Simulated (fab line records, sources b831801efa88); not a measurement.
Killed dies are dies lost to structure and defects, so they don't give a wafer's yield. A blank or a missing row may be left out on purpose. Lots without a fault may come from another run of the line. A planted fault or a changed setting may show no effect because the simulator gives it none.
fab line records | flow gf180mcu
record lots=6 wafers=18 last_day=33
route steps=602 shown M3@428 V3@429
lots that met no fault: from a run of the same line without faults
start_h: hours from the record's first day to the start of the lot's first wafer shown | wait_h: hours since the lot's step before | " the same as in the row above | L1.1+2: a row that stands for several wafers | - no value, or no start given | * or withheld: withheld | < > ~ a bound
route shown NAME@n: a module of which the file shows steps, and the number in the route of the first | usual: mean/standard deviation of fault-free wafers | same: alike in all rows | chamber/n: place in a boat | sites: the reading at each site | _std_site: their standard deviation | _edge_site: outer sites' mean less inner sites' | radius_mm: how far each site lies from the wafer's centre | mask NAME#n: copy n | behind: the tool/chamber that last shaped the wafer | hold: why the lot was held/for how many hours/how that ended | device: the transistor (n, p or np) that didn't switch | end of line: the same wafers' tests at the end of the route | a step without rows: its recipe alone | killed: dies lost to structure and defects at the first sort, not the wafer's yield | map: a wafer's dies, x killed, . not, _ none there
set.NAME: the setting as run; set.NAME@STEP: as run at that earlier step | model.NAME: the simulator's own value behind a step, which no gauge read
lots at some steps of the route; a table a step, a row a wafer
services: from which hour (start_h, from the record's first day; less than 0 if before it) a tool's chamber was out of use, for how many hours, and why
## steps
# step GF_M3_CLEAN_19
# recipe chemistry=DIW dry=n2_spin
# step GF_V3_CVD_00
# recipe material=SiO2 target_thk_nm=600 sigma_open_frac=0.3 temp_c=400 time_s=100 sih4_flow_sccm=60 pressure_mtorr=6
# step GF_V3_THK_MEAS_01
# recipe reads=SiO2_of_V3_CVD_00
# usual V3_CVD_00_THK=601/5.5
# columns lot.wafer tool chamber start_h wait_h V3_CVD_00_THK[nm]
L448.3 film_metro-04 - 543.27 0.1 598
L448.4 " - " " 589
L448.5 " - " " 596
L449.2 film_metro-01 - 549.50 0.0 602
L449.5 " - " " 596
L449.6 " - " " 597
L455.2 film_metro-01 - 608.76 0.1 608
L455.3 " - " " 599
L455.5 " - " " 603
L456.1 film_metro-03 - 611.48 0.0 602
L456.3 " - " " 602
L456.6 " - " " 601
L457.3 film_metro-04 - 615.81 0.1 598
L457.5 " - " " 603
L457.6 " - " " 599
L461.1 film_metro-03 - 640.46 0.0 608
L461.3 " - " " 603
L461.4 " - " " 601
# step GF_V3_CVD_02
# recipe material=SiO2 target_thk_nm=850 precursor=TEOS temp_c=400 time_s=94.851 rf_w=600
# usual heater_power_w=715/150
# columns lot.wafer tool chamber start_h wait_h heater_power_w
L448.3 pecvd-03 1 543.31 0.0 757
L448.4 " 0 " " 618
L448.5 " 2 " " 869
L449.2 pecvd-02 1 549.55 0.0 659
L449.5 " 1 " " 530
L449.6 " 2 " " 703
L455.2 pecvd-01 2 608.81 0.0 547
L455.3 " 0 " " 686
L455.5 " 0 " " 724
L456.1 pecvd-03 2 611.54 0.1 881
L456.3 " 0 " " 758
L456.6 " 2 " " 980
L457.3 pecvd-01 1 615.85 0.0 543
L457.5 " 1 " " 591
L457.6 " 0 " " 712
L461.1 pecvd-03 2 640.52 0.1 952
L461.3 " 0 " " 851
L461.4 " 2 " " 1010
# step GF_V3_THK_MEAS_03
# recipe reads=SiO2_of_V3_CVD_02
# usual V3_CVD_02_THK=850/12
# columns lot.wafer tool chamber start_h wait_h V3_CVD_02_THK[nm]
L448.3 film_metro-04 - 543.40 0.1 835
L448.4 " - " " 854
L448.5 " - " " 866
L449.2 film_metro-01 - 549.63 0.0 843
L449.5 " - " " 857
L449.6 " - " " 848
L455.2 film_metro-03 - 608.89 0.0 856
L455.3 " - " " 845
L455.5 " - " " 864
L456.1 film_metro-01 - 611.61 0.0 851
L456.3 " - " " 846
L456.6 " - " " 857
L457.3 film_metro-01 - 615.94 0.1 865
L457.5 " - " " 856
L457.6 " - " " 855
L461.1 film_metro-03 - 640.59 0.0 838
L461.3 " - " " 835
L461.4 " - " " 858
# step GF_V3_CMP_04
# recipe material=SiO2 down_force_psi=4 platen_rpm=60 pad_velocity_m_s=0.94248
# usual motor_current_A=12.2/1.2 slurry_filter_dp_kPa=13.51/0.13 time_to_endpoint_s=81/6.3
# columns lot.wafer tool chamber start_h wait_h motor_current_A slurry_filter_dp_kPa time_to_endpoint_s
L448.4 cmp-01 0 543.44 0.0 13.1 13.54 83
L448.3 " 1 " " 12.6 13.43 78
L448.5 " 1 " " 13.2 13.40 90
L449.2 cmp-02 3 549.73 0.1 12.8 13.33 72
L449.5 " 2 " " 13.6 13.61 79
L449.6 " 3 " " 12.9 13.51 78
L455.3 cmp-02 1 608.99 0.1 9.8 13.55 79
L455.2 " 3 " " 12.5 13.28 85
L455.5 " 0 " " 11.0 13.52 85
L456.3 cmp-02 1 611.72 0.1 10.2 13.49 80
L456.1 " 3 " " 13.3 13.70 80
L456.6 " 1 " " 10.0 13.26 79
L457.3 cmp-02 3 616.13 0.2 13.5 13.60 86
L457.6 " 0 " " 11.5 13.43 79
L457.5 " 1 " " 9.8 13.04 85
L461.4 cmp-02 2 640.70 0.1 14.5 13.48 86
L461.1 " 3 " " 12.9 13.70 73
L461.3 " 0 " " 11.4 13.54 74
# step GF_V3_BOW_MEAS_05
# recipe mode=bow
# usual V3_BOW=117/7.7
# columns lot.wafer tool chamber start_h wait_h V3_BOW[um]
L448.3 film_metro-03 - 543.78 0.2 109
L448.4 " - " " 116
L448.5 " - " " 107
L449.2 film_metro-03 - 550.00 0.2 118
L449.5 " - " " 127
L449.6 " - " " 117
L455.2 film_metro-01 - 609.26 0.1 120
L455.3 " - " " 119
L455.5 " - " " 125
L456.1 film_metro-01 - 611.97 0.1 113
L456.3 " - " " 107
L456.6 " - " " 105
L457.3 film_metro-04 - 616.32 0.1 119
L457.5 " - " " 110
L457.6 " - " " 114
L461.1 film_metro-01 - 640.95 0.1 129
L461.3 " - " " 118
L461.4 " - " " 125
# step GF_V3_DEHYDRATE_06
# recipe temp_c=200 time_s=60
# step GF_V3_HMDS_07
# recipe prime_time_s=60 prime_temp_c=120
# step GF_V3_COAT_08
# recipe resist=BARC temp_c=withheld time_s=withheld spin_rpm=withheld resist_thk_nm=withheld
# step GF_V3_COAT_09
# recipe resist=KrF spin_rpm=withheld resist_thk_nm=1000
# step GF_V3_SOFTBAKE_10
# recipe temp_c=130 time_s=60 resist=KrF
# step GF_V3_EXPOSE_11
# recipe mask_id=Via3 target_cd_nm=260 na=0.68 source_shape=conventional sigma_outer=0.6 dose_mj=38
# usual exposure_dose_mJ_cm2=37.97/0.044 focus_offset_nm=0.1/0.52 na=0.68/0
# columns lot.wafer tool chamber start_h wait_h mask exposure_dose_mJ_cm2 focus_offset_nm na
L448.3 krf_scanner-01 0 555.22 - Via3#0 37.95 0.3 0.68
L448.4 " 0 " " Via3#0 38.00 -0.2 0.68
L448.5 " 0 " " Via3#0 37.99 -0.2 0.68
L449.2 krf_scanner-02 0 561.33 - Via3#0 37.97 -0.7 0.68
L449.5 " 0 " " Via3#0 37.94 -0.1 0.68
L449.6 " 0 " " Via3#0 37.95 0.5 0.68
L455.2 krf_scanner-02 - 619.49 - Via3#0 - - -
L455.3 " - " " Via3#0 - - -
L455.5 " - " " Via3#0 - - -
L456.1 krf_scanner-01 - 622.57 - Via3#0 - - -
L456.3 " - " " Via3#0 - - -
L456.6 " - " " Via3#0 - - -
L457.3 krf_scanner-01 0 626.52 - Via3#0 37.97 -0.5 0.68
L457.5 " 0 " " Via3#0 38.02 0.6 0.68
L457.6 " 0 " " Via3#0 37.98 -0.1 0.68
L461.1 krf_scanner-01 0 651.32 - Via3#0 38.05 0.8 0.68
L461.3 " 0 " " Via3#0 38.05 0.8 0.68
L461.4 " 0 " " Via3#0 38.06 -0.1 0.68
# step GF_V3_PEB_12
# recipe peb_temp_c=135 peb_time_s=90 resist=KrF
## services
# columns tool chamber start_h hours kind
cmp-01 - 520.70 0.4 repair
cmp-02 - 525.08 3.2 repair
krf_scanner-02 - 539.23 0.4 repair
pecvd-03 - 545.10 2.8 pm
krf_scanner-02 - 551.14 1.6 repair
krf_scanner-02 - 560.70 0.3 repair
cmp-01 - 572.21 4.0 pm
krf_scanner-01 - 589.22 1.3 pm
cmp-02 - 591.07 0.6 repair
pecvd-03 - 591.12 14.0 pm
pecvd-03 0 591.12 14.0 vent_cycle
pecvd-03 1 591.12 14.0 vent_cycle
pecvd-03 2 591.12 14.0 vent_cycle
pecvd-03 0 591.93 2.4 repair
krf_scanner-02 - 596.39 0.3 repair
pecvd-03 0 605.12 - clean
pecvd-03 1 605.12 - clean
krf_scanner-01 0 605.33 - calibration
cmp-01 - 608.49 7.0 pm
krf_scanner-02 - 621.54 1.0 pm
krf_scanner-02 - 623.83 0.8 pm
krf_scanner-01 - 645.26 2.7 repair
krf_scanner-02 - 649.17 1.3 pm
krf_scanner-02 - 650.47 3.6 pm
## key
first_sign step=GF_V3_EXPOSE_11 reading=tool_record direction=missing
effect none on later readings
met_at GF_V3_EXPOSE_11
struck_wafers L455.2,L455.3,L455.5,L456.1,L456.3,L456.6
later_rows_left_out L455.2,L455.3,L455.5,L456.1,L456.3,L456.6
sort_left_out L455.2,L455.3,L455.5,L456.1,L456.3,L456.6
onset_between 561.33 619.49
fault kind=skipped_step_whole tool=krf_scanner-01,krf_scanner-02 chamber=- onset_h=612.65 steps=GF_V3_EXPOSE_11 scope=struck_lots_only
# sort_left_out: the simulated sort isn't trusted on such a fault, so these wafers' sort isn't shown, and their yield isn't known
# later_rows_left_out: the simulator's readings of these wafers behind a module that went badly wrong aren't trusted and aren't shown, but for the sort
